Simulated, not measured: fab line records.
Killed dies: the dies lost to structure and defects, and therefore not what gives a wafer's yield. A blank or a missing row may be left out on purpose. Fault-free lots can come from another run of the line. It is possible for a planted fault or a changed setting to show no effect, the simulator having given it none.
Split-lot trial ; flow gf180mcu ; 23 wafers read across 5 lots, on a route 602 steps long

## ON THE SPLIT
At GF_PSD_IMPLANT_09, the setting energy-kev was moved away from the recipe's 40 on 11 of the 23 wafers read, by +2.8% to +7.9%. All remaining wafers had this setting at the recipe value.

## FROM THE SPLIT TO THE READING: what the file shows between them, 4 steps
- GF_PSD_STRIP_10: strips in O2/N2
- GF_PSD_TW_MEAS_11
- GF_PSD_CLEAN_12: cleans in SC1/SC2, time 150 s
- GF_PSD_RTA_13: time 20 s

## THE READING
Measured at GF_PSD_RS_MEAS_15 by four-point probe: PSD_RS, in ohm/sq. Fault-free wafers of this fab line usually give 108.59 ohm/sq, standard deviation 0.27 ohm/sq.

wafer;tool, chamber at the split;energy-kev as run;against the recipe;PSD_RS, ohm/sq;against lot-mates on the recipe
L074.3;implanter-01, 0;40;recipe;108.44;-
L074.4;implanter-01, 0;40;recipe;108.73;-
L074.5;implanter-01, 0;40;recipe;108.20;-
L079.1;implanter-04, 0;40;recipe;108.53;-
L079.3;implanter-04, 0;43.17;+7.9%;104.90;-3.69
L079.4;implanter-04, 0;43.17;+7.9%;105.03;-3.56
L079.5;implanter-04, 0;40;recipe;108.64;-
L079.6;implanter-04, 0;43.17;+7.9%;104.62;-3.97
L080.1;implanter-04, 0;42.27;+5.7%;105.53;-2.95
L080.2;implanter-04, 0;40;recipe;108.23;-
L080.3;implanter-04, 0;42.27;+5.7%;105.36;-3.12
L080.5;implanter-04, 0;42.27;+5.7%;105.53;-2.95
L080.6;implanter-04, 0;40;recipe;108.74;-
L081.1;implanter-03, 0;40;recipe;108.56;-
L081.3;implanter-03, 0;42.4;+6.0%;105.42;-3.08
L081.4;implanter-03, 0;42.4;+6.0%;105.79;-2.70
L081.5;implanter-03, 0;42.4;+6.0%;105.71;-2.79
L081.6;implanter-03, 0;40;recipe;108.43;-
L082.2;implanter-03, 0;41.13;+2.8%;107.64;-1.20
L082.3;implanter-03, 0;41.13;+2.8%;107.35;-1.49
L082.4;implanter-03, 0;40;recipe;108.95;-
L082.5;implanter-03, 0;40;recipe;108.91;-
L082.6;implanter-03, 0;40;recipe;108.67;-

FIT RESULTS
A straight line over all 23 wafers: PSD_RS changes by -0.493 ohm/sq for each +1% of energy-kev; r = -0.99; the points scatter about the line by 0.26 ohm/sq.
The same after taking each lot's own level away (the mean of its wafers on the recipe; 23 wafers): -0.485 ohm/sq for each +1%; r = -0.99; scatter 0.2 ohm/sq.
That fit puts the effect of the largest move of energy-kev on the reading at 3.8 ohm/sq.
Across the lots, their own levels run from 108.457 to 108.843 ohm/sq, a range of 1.4 times the standard deviation given above.
Consequently the slope shifts little with the lot-to-lot level, the two slopes agreeing.
Check: -3.89 ohm/sq against its lot-mates is what the line predicts for one of the wafers moved furthest among these (+7.9%) when that wafer is left out of the fit. Against them it came out at -3.69 ohm/sq.

## FURTHER SPLITS ON THESE WAFERS
Other splits were also applied to these wafers ahead of the reading. Each is held against what the fit with the lots' levels taken away leaves over:
other split on the same wafers;wafers away from the commonest value;r with PSD_RS (lot level and that fit taken away)
GF_POLY_GATE_OXIDATION_16 temp-c;10;-0.02
GF_HV_LDD_IMPLANT_09 energy-kev;6;-0.29
GF_HV_LDD_EXPOSE_28 dose-mj;5;+0.22
GF_HV_LDD_COAT_41 resist-thk-nm;6;-0.12
GF_HV_LDD_IMPLANT_48 dose-cm2;9;-0.40
GF_NSD_COAT_02 spin-rpm;8;+0.33
GF_NSD_DEVELOP_06 develop-time-s;7;+0.19
GF_PSD_DEVELOP_06 develop-time-s;7;+0.27

## THE WHOLE CHAIN: every reading that the file lists as answering this split, in the file's order
step;what it does;reading;change (the file's fit);r (the file's)
GF_PSD_IMPLANT_09;;implant.rp-nm (the simulator's own value, which no gauge read);+0.249 nm for each +1% of the setting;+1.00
GF_PSD_IMPLANT_09;;implant.drp-nm (the simulator's own value, which no gauge read);+0.11 nm for each +1% of the setting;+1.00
GF_PSD_STRIP_10;strips in O2/N2;strip-time-to-endpoint-s;withheld for each +1% of the setting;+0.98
GF_PSD_TW_MEAS_11;;PSD_TW;+7.82 for each +1% of the setting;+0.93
GF_PSD_RS_MEAS_15;measures by four-point-probe;PSD_RS;-0.487 for each +1% of the setting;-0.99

## FILE'S OWN FIT
PSD_RS changes by -0.487 ohm/sq for each +1% of energy-kev, r = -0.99.
